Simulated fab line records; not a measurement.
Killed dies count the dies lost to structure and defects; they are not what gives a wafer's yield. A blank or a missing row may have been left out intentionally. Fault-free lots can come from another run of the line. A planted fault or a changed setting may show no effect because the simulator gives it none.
A struck lot beside a sound one / flow sky130 / 37 out of 708 route steps
Sound: these wafers, L177.1, L177.3, L177.6. Struck: wafers L192.2, L192.3 (left out: L192.4, a lot-mate that was not struck); the cause follows at the end.
At each step with rows: each side's tool, then ch and its chambers, then its first start. Under that, the readings that differ: sound wafers / struck wafers / difference of the means / sigmas: that difference in standard deviations of wafers without a fault.
alike: a reading whose means differ by less than 2 such deviations, as well as words and numbers matching on both sides. not compared: withheld readings; readings where some wafer has no value; bounds like >300 that might hide an equal value; numbers whose values overlap and for which the record gives no deviation.
The two part at a step that has a row with sigmas, a row that says differs or no value, or rows on one side only. When numbers do not overlap yet have no deviation, they are printed without sigmas and do not part them. A reading missing from all wafers of one side parts the sides only when that side holds two or more wafers.

first, 10 steps without rows for these wafers: SKY_VIA3_CLEAN_18 (cleans in IPA, time 180 s); SKY_VIA3_CLEAN_19 (cleans in O3/DIW); SKY_VIA3_SPUTTER_20 (material TiN, target thk 20 nm, time 80 s); SKY_VIA3_CVD_21 (deposits W, target thk 390 nm, time 117.31 s); SKY_VIA3_CMP_24 (polishes, stops on SiO2, t overpolish 20 s, target thk 0 nm); SKY_METAL4_SPUTTER_00 (material Ti, target thk 15 nm, time 10 s); SKY_METAL4_SPUTTER_01 (material TiN, target thk 20 nm, time 16.7 s); SKY_METAL4_SPUTTER_02 (material AlCu, target thk 735 nm, time 39.1 s); SKY_METAL4_SPUTTER_03 (material Ti, target thk 5 nm, time 3.3 s); SKY_METAL4_SPUTTER_04 (material TiN, target thk 70 nm, time 58.3 s).
SKY_CAP2M_CVD_00: deposits SiO2, target thk 15.5 nm.
  sound on pecvd-04 ch 0,1, day 39 11:41; struck on pecvd-04 ch 0,1, day 44 02:10
reading=model.SiO2_of_CAP2M_CVD_00.thkNm (nm); sound=15.12 15.62 15.55; struck=13.29 13.44; difference=-2.07; sigmas=
  alike: heaterPowerW, susceptorTempC
SKY_CAP2M_THK_MEAS_01:
  sound on filmMetro-01, day 39 11:43; struck on filmMetro-01, day 44 02:13
reading=CAP2M_CVD_00_THK (nm); sound=15.04 15.60 15.56; struck=13.24 13.42; difference=-2.07; sigmas=-12
then, 23 steps without rows for these wafers: SKY_CAP2M_SPUTTER_02 (material TiN, target thk 200 nm, time 166.7 s); SKY_CAP2M_DEHYDRATE_05 (time 60 s); SKY_CAP2M_HMDS_06 (prime time 60 s); SKY_CAP2M_COAT_07 (resist thk 1140 nm); SKY_CAP2M_SOFTBAKE_08 (time 60 s); SKY_CAP2M_EXPOSE_09 (exposes mask CAP2M, target cd 1000 nm); SKY_CAP2M_PEB_10; SKY_CAP2M_DEVELOP_11 (develop time 60 s); SKY_CAP2M_METAL_ETCH_13 (etches TiN in Cl2/BCl3, stops on SiO2, target depth 220 nm, time 62.9 s); SKY_CAP2M_STRIP_14 (strips in O2/N2); SKY_CAP2M_STRIP_15 (strips in post etch residue remover, time 1200 s); SKY_CAP2M_CLEAN_16 (cleans in IPA, time 180 s); SKY_CAP2M_CLEAN_17 (cleans in O3/DIW); SKY_METAL4_DEHYDRATE_05 (time 60 s); SKY_METAL4_HMDS_06 (prime time 60 s); SKY_METAL4_COAT_07 (resist thk 60 nm); SKY_METAL4_COAT_08 (resist thk 1140 nm); SKY_METAL4_SOFTBAKE_09 (time 90 s); SKY_METAL4_EXPOSE_10 (exposes mask MM4, target cd 300 nm); SKY_METAL4_PEB_11; SKY_METAL4_DEVELOP_12 (develop time 60 s); SKY_METAL4_DESCUM_15 (chemistry O2, time 8 s); SKY_METAL4_ETCH_16 (etches BARC in N2/H2, stops on SiO2, time 88.2 s, target depth 60 nm).
SKY_METAL4_ETCH_17: etches SiO2 in C4F8/O2/Ar, stops on TiN, time 3.9 s, target depth 15 nm.
  sound on rieDiel-01 ch 0,1,3, day 41 14:03; struck on rieDiel-01 ch 0,3, day 45 22:28
reading=oesProductAu (a.u.); sound=0.742 0.759 0.756; struck=0.700 0.705; difference=-0.050; sigmas=-9
  not compared: rfHoursCounterH
-- the record jumps here: 3 days lie between the struck wafers' starts before and after (it left off in module METAL4 and takes up again in module PAD_OPEN, whose first step shown is number 708 of the route) --
SKY_PAD_OPEN_PROBE_99:
  sound on prober-02, day 45 15:40; struck on prober-02, day 49 09:13
reading=model.etest.capMim2.bvV (V); sound=13.74 14.47 13.79; struck=12.08 12.33; difference=-1.79; sigmas=
reading=model.etest.capMim2.leakLog10ACm2; sound=-9.147 -9.021 -8.787; struck=-8.244 -8.225; difference=+0.751; sigmas=
reading=model.etest.capMim2.cFfUm2; sound=2.389 2.322 2.337; struck=2.721 2.728; difference=+0.375; sigmas=
  alike: defectLimitedYield, killed_at_M0_to_M3, killed_at_M4_up, killedAtContacts, killedAtFrontEnd, killedAtOther, killedDies, killedOnRim, killedOpen, killedShort, sort_bin_3_pad_short, sort_bin_5_function, sort_bin_6_memory, sortNPass, sortYieldPct

WHERE THEY PART
Last at SKY_METAL4_ETCH_17 as far as this record goes, first at SKY_CAP2M_THK_MEAS_01. Later steps at which nothing parts them and some readings are alike: SKY_PAD_OPEN_PROBE_99.

WHY: what the simulator had put in
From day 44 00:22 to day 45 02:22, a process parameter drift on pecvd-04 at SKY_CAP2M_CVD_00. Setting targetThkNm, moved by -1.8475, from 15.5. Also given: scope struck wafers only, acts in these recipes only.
